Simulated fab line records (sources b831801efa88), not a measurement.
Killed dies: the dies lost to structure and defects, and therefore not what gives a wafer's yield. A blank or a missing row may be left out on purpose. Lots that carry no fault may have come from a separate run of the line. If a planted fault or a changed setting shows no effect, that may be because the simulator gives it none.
A lot that was struck, set against a sound lot ; flow sky130 ; 14 steps out of a route of 708
Sound: wafers L349.3, L349.4, L349.5. Wafers L351.1, L351.3, L351.4 were the ones struck. The cause comes at the end.
Order at every step that has rows: each side's tool, ch and its chambers, its first start. Under that, the readings that differ: sound wafers ; struck wafers ; difference of the means ; sigmas: that difference in standard deviations of wafers without a fault.
alike: a reading whose means differ by less than 2 such deviations, as well as words and numbers matching on both sides. not compared: withheld readings; readings where some wafer has no value; bounds like >300 that might hide an equal value; numbers whose values overlap and for which the record gives no deviation.
A row with sigmas, a row that says differs or no value, or rows on one side alone: a step with any of these is where the two part. Numbers that don't overlap but have no deviation are shown without sigmas and don't part them. Lack of a reading on every wafer of one side parts them only where that side has two or more wafers.

first, 2 steps without rows for these wafers: SKY_METAL2_CLEAN_23 (cleans in O3/DIW); SKY_VIA2_HDPCVD_00 (deposits SiO2, target thk 1180 nm, time 196.7 s).
SKY_VIA2_THK_MEAS_01:
  sound on film-metro-03 at day 37 06:19; struck on film-metro-04 at day 38 10:55
  alike: VIA2_HDPCVD_THK
SKY_VIA2_CMP_02: polishes SiO2.
  sound on cmp-02 ch 0,1,3, day 37 06:27; struck on cmp-01 ch 0,2,3, day 38 10:59
  alike: motor-current-A
SKY_VIA2_BOW_MEAS_03:
  sound on film-metro-01 at day 37 06:41; struck on film-metro-01 at day 38 11:17
  alike: VIA2_BOW
then, 7 steps without rows for these wafers: SKY_VIA2_DEHYDRATE_04 (time 60 s); SKY_VIA2_HMDS_05 (prime time 60 s); SKY_VIA2_COAT_06 (resist thk 60 nm); SKY_VIA2_COAT_07 (resist thk 450 nm); SKY_VIA2_SOFTBAKE_08 (time 90 s); SKY_VIA2_EXPOSE_09 (exposes mask VIM2, target cd 200 nm); SKY_VIA2_PEB_10.
SKY_VIA2_DEVELOP_11: develop time 60 s.
  struck on litho-track-03, day 39 11:00; sound on litho-track-04 ch 0, day 38 08:00
  no value came back on the struck wafers for chill-plate-temp-C (C), develop-time-s (s), exhaust-pa (Pa); on the sound wafers chill-plate-temp-C (C) reads 23.10 23.05 23.02
reading;sound;struck;difference;sigmas
model.KrF-thick_of_VIA2_COAT_07.thk-nm (nm);435.6 434.8 434.8;448.2 448.5 447.7;+13.1;
SKY_VIA2_CD_MEAS_12 targets a cd of 200 nm.
  sound on cd-sem-01 at day 38 08:31; struck on cd-sem-02 at day 39 11:52
reading;sound;struck;difference;sigmas
cd-nm (nm);201.0 200.6 198.5;- - -;no value on the struck wafers;

## WHERE THEY PART
Last at SKY_VIA2_CD_MEAS_12 as far as this record goes, first at SKY_VIA2_DEVELOP_11.

WHY: whatever the simulator had introduced
Entire step skipped (litho-track-03, SKY_VIA2_DEVELOP_11), from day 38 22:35 onward. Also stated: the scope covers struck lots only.
